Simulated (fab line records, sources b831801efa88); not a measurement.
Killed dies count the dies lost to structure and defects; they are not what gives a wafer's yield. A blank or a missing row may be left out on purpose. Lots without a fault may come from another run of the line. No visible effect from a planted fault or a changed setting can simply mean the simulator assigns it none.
Problem report in the 8D (eight disciplines) form, filled by code :: flow gf180mcu :: the parts of the form that need people (team, actions taken, sign-off) are left out

== 1. PROBLEM STATEMENT ==
cdNm at GF_NSD_CD_MEAS_07 reads a mean of 384.9 nm on 9 wafers of 3 lots; wafers without a fault read 399.7 nm with a standard deviation of 2.3. Measured from the usual mean, that is -6.4 standard deviations.
The step: target cd 400 nm.
First observed at day 19 04:10: wafer L919.1, on cdSem-02. Wafers with a number at this step in the record: 39, from 13 lots. Rule for "out", or "out of limits": more than 4 standard deviations from the usual mean. The rest of the wafers with a number are treated as sound.

== 2. WHAT IT IS, WHAT IT ISN'T ==
question: which readings at this step
is: cdNm
is not: -

question: which lots
is: L919, L920, L923
is not: L906, L907, L908, L910, L911, L913, L914, L917, L918, L922

question: which wafers of those lots
is: all that have a number
is not: -

question: read on which gauges
is: cdSem-02
is not: cdSem-01

question: when
is: from day 19 04:10
is not: up to then (27 sound wafers); but 3 sound wafers of L922 came after

== 3. SUSPECTS, AND WHAT RULES EACH OUT ==
Counting: a tool at any process step up to the reading remains a suspect when it ran all the lots that are out and ran no sound lot after the first of those.
- ruled out: the gauge at GF_NSD_CD_MEAS_07. All the wafers that are out were read on cdSem-02, but those of them that GF_NSD_EXPOSE_04 has rows for are out there too, on other tools.
- ilineStepper-02 at GF_NSD_EXPOSE_04 (exposes mask Nplus, target cd 400 nm): kept. It ran every lot that is out, first L919 (day 18 15:56), and no sound lot after that; its last sound lot up to then is L918 (day 18 05:02). Out on those wafers are its own readings of exposureDoseMJCm2.
Left after counting: ilineStepper-02 at GF_NSD_EXPOSE_04.

== 4. THE CAUSE (what the simulator had put in) ==
Process parameters drifting: ilineStepper-02 at GF_NSD_EXPOSE_04, beginning at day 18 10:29. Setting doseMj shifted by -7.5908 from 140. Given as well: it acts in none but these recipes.
After counting, this tool was the only one left.

== 5. THE EFFECT CHAIN, in route order ==
Each row: a reading whose mean over the struck wafers that have a number lies more than 3 standard deviations from the usual. Scope: only readings with a usual standard deviation given in the record; hours: median across lots of the time from each lot's start at the first step in this table that gives one to its start at this step; sigmas: change in usual standard deviations.
hours: 0
step: GF_NSD_EXPOSE_04
reading: exposureDoseMJCm2
usual: 139.95
on struck wafers: 133.25
change: -6.70
sigmas: -45

hours: 12
step: GF_NSD_CD_MEAS_07
reading: cdNm
usual: 399.7 nm
on struck wafers: 384.9
change: -14.8
sigmas: -6.4
Process steps it contains:
- GF_NSD_EXPOSE_04: exposes mask Nplus, target cd 400 nm.
At these later measuring or inspecting steps, every struck wafer for which the step has a row has a number for every such reading, and none has moved that far: GF_M1_OVL_MEAS_15, GF_V2_BOW_MEAS_05.

== 6. WHAT WOULD HAVE CAUGHT IT SOONER ==
In this record the first reading out of limits at a measuring or inspecting step was taken at day 19 04:10, 18 hours after the fault began at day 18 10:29.
Tool's own readings at GF_NSD_EXPOSE_04, exposureDoseMJCm2: out on all struck wafers the step has rows for; an alarm limit on them would have tripped on the first.
Of the lots that are out (3), L923 began GF_NSD_EXPOSE_04 on ilineStepper-02 after day 19 04:10. Had the tool been put on hold then, it would have been spared.
